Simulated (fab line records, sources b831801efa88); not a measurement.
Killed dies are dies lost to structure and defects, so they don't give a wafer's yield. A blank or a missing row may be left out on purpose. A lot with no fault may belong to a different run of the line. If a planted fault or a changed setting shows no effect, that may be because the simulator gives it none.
Code-filled problem report in 8D (eight disciplines) form	flow sfq-line	the parts of the form that need people (team, actions taken, sign-off) are left out

== 1. THE ISSUE ==
At SFQ_TRILAYER_A5B_METRO_MEASURE_131, thk-nm averages 274 nm over 3 wafers from 2 lots, while fault-free wafers read 341 nm, standard deviation 6.2. That puts it -11 standard deviations away from the usual mean.
First seen on wafer L348.4, day 74 05:43, on film-metro-01. Wafers with a number at this step in the record: 42, from 14 lots. By rule, "out" or "out of limits" means more than 4 standard deviations away from the usual mean. Any other wafer with a number is counted as sound.

== 2. WHAT IT IS, AND WHAT IT ISN'T ==
question	is	is not
which readings at this step	thk-nm	-
which lots	L348, L351	L336, L337, L338, L339, L340, L342, L343, L344, L355, L356, L358, L359
which wafers of those lots	L348.4, L351.1, L351.5	L348.1, L348.5, L351.4
read on which tools	film-metro-01, film-metro-03	film-metro-02
when	from day 74 05:43	up to then (26 sound wafers); but 13 sound wafers of L351, L355, L356, L358, L359 came after

== 3. SUSPECTS, AND WHAT RULES EACH OUT ==
Counting: a tool at a process step up to the reading stays a suspect if it ran every lot that is out. Sound lots after the first of them don't rule it out here, since some wafers of a struck lot are sound.
- pecvd-04 at SFQ_TRILAYER_A5B_DEP_PECVD_129 (deposits SiO2 from SiH4/N2O, time 133.33 s, target thk 600 nm): kept. It processed each lot that is out (first: L348, day 74 02:37); up to then, its last sound lot is L344 (day 73 02:26).
- pecvd-04, SFQ_TRILAYER_A5B_DEP_PECVD_129: wafers that are out in chamber 1, sound lot-mates in chambers 0, 2.
Remaining after the count: pecvd-04 at SFQ_TRILAYER_A5B_DEP_PECVD_129.

== 4. THE CAUSE (what the simulator had put in) ==
pecvd-04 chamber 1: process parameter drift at SFQ_TRILAYER_A5B_DEP_PECVD_129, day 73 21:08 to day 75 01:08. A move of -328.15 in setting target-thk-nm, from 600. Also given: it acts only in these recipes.
Counting left only this tool.

== 5. SEQUENCE OF EFFECTS, ordered by route ==
Each row: a reading where the mean over the struck wafers with a number is more than 3 standard deviations away from the usual. Only readings for which the record gives a usual standard deviation are gone through. hours: the time from each lot's start at the first step in this table that gives one to its start at this step, as a median over the lots. sigmas: the change in usual standard deviations.
hours	step	reading	usual	on struck wafers	change	sigmas
0	SFQ_TRILAYER_A5B_METRO_MEASURE_131	thk-nm	341 nm	274	-67	-11
Its process steps:
- SFQ_TRILAYER_A5B_METRO_MEASURE_131

== 6. HOW IT WOULD HAVE BEEN CAUGHT EARLIER ==
The fault began at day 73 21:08; the first out-of-limits reading in this record came at day 74 05:43, 9 hours later.
No tool reading at SFQ_TRILAYER_A5B_DEP_PECVD_129 that has a usual standard deviation in the record was out on any struck wafer, so an alarm limit of 4 standard deviations on those readings would not have fired.
Lots out: 2; of these, L351 started SFQ_TRILAYER_A5B_DEP_PECVD_129 on pecvd-04 after day 74 05:43. Putting the tool on hold at that point would have spared it.
